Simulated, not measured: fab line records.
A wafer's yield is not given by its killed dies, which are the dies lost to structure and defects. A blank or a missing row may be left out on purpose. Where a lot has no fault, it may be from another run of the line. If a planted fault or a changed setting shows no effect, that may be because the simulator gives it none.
Matching of chambers || flow gf180mcu || GF_V2_ETCH_16 on rie diel-02 has 4 sister chambers
The step etches BARC in N2/H2. 7 wafers are shown with their chamber, then 7 later ones without.

== WAFERS PAIRED WITH THEIR CHAMBERS ==
{"wafer": "L075.3", "chamber": 3, "chamber pressure mTorr (mTorr)": 29.978, "throttle valve pct (%)": 13.232}
{"wafer": "L076.1", "chamber": 2, "chamber pressure mTorr (mTorr)": 29.994, "throttle valve pct (%)": 13.216}
{"wafer": "L077.5", "chamber": 1, "chamber pressure mTorr (mTorr)": 30.022, "throttle valve pct (%)": 13.216}
{"wafer": "L084.2", "chamber": 1, "chamber pressure mTorr (mTorr)": 29.992, "throttle valve pct (%)": 13.224}
{"wafer": "L084.6", "chamber": 0, "chamber pressure mTorr (mTorr)": 29.988, "throttle valve pct (%)": 13.214}
{"wafer": "L088.2", "chamber": 2, "chamber pressure mTorr (mTorr)": 30.005, "throttle valve pct (%)": 13.231}
{"wafer": "L088.3", "chamber": 0, "chamber pressure mTorr (mTorr)": 30.022, "throttle valve pct (%)": 13.232}

== WAFERS WITH NO CHAMBER GIVEN ==
{"wafer": "L088.5", "chamber pressure mTorr (mTorr)": 29.986, "throttle valve pct (%)": 13.235}
{"wafer": "L090.1", "chamber pressure mTorr (mTorr)": 29.976, "throttle valve pct (%)": 13.225}
{"wafer": "L090.2", "chamber pressure mTorr (mTorr)": 29.978, "throttle valve pct (%)": 13.218}
{"wafer": "L090.5", "chamber pressure mTorr (mTorr)": 29.955, "throttle valve pct (%)": 13.239}
{"wafer": "L094.1", "chamber pressure mTorr (mTorr)": 30.021, "throttle valve pct (%)": 13.230}
{"wafer": "L094.2", "chamber pressure mTorr (mTorr)": 29.997, "throttle valve pct (%)": 13.212}
{"wafer": "L094.3", "chamber pressure mTorr (mTorr)": 30.023, "throttle valve pct (%)": 13.227}

== WHICH CHAMBER EACH WENT THROUGH ==
{"wafer": "L088.5", "from the rows above": "can't be placed: 3 or 2 or 0 or 1", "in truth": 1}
{"wafer": "L090.1", "from the rows above": "can't be placed: 3 or 2 or 0 or 1", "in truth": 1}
{"wafer": "L090.2", "from the rows above": "can't be placed: 2 or 3 or 0 or 1", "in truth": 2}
{"wafer": "L090.5", "from the rows above": "can't be placed: 3 or 2 or 0 or 1", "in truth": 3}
{"wafer": "L094.1", "from the rows above": "can't be placed: 0 or 1 or 2 or 3", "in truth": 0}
{"wafer": "L094.2", "from the rows above": "can't be placed: 1 or 2 or 0 or 3", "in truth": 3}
{"wafer": "L094.3", "from the rows above": "can't be placed: 0 or 1 or 2 or 3", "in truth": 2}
0 of 7 placed correctly. From these rows, 7 cannot be placed; in 7 the true chamber is one of the candidates. Placed wrongly: 0.
How it was worked out, from the rows above alone: a wafer's distance from a chamber is the root of the sum, over the readings, of the square of ((its reading less the chamber's mean) divided by the reading's scatter). The wafer belongs to the nearest chamber; if the next one is less than 2 further off, it can't be placed. A chamber's mean is the mean of its shown wafers. How the scatter is found: for the shown wafers, subtract from each reading the mean of its chamber, square and add these, divide the total by (wafers less chambers), then take the root.
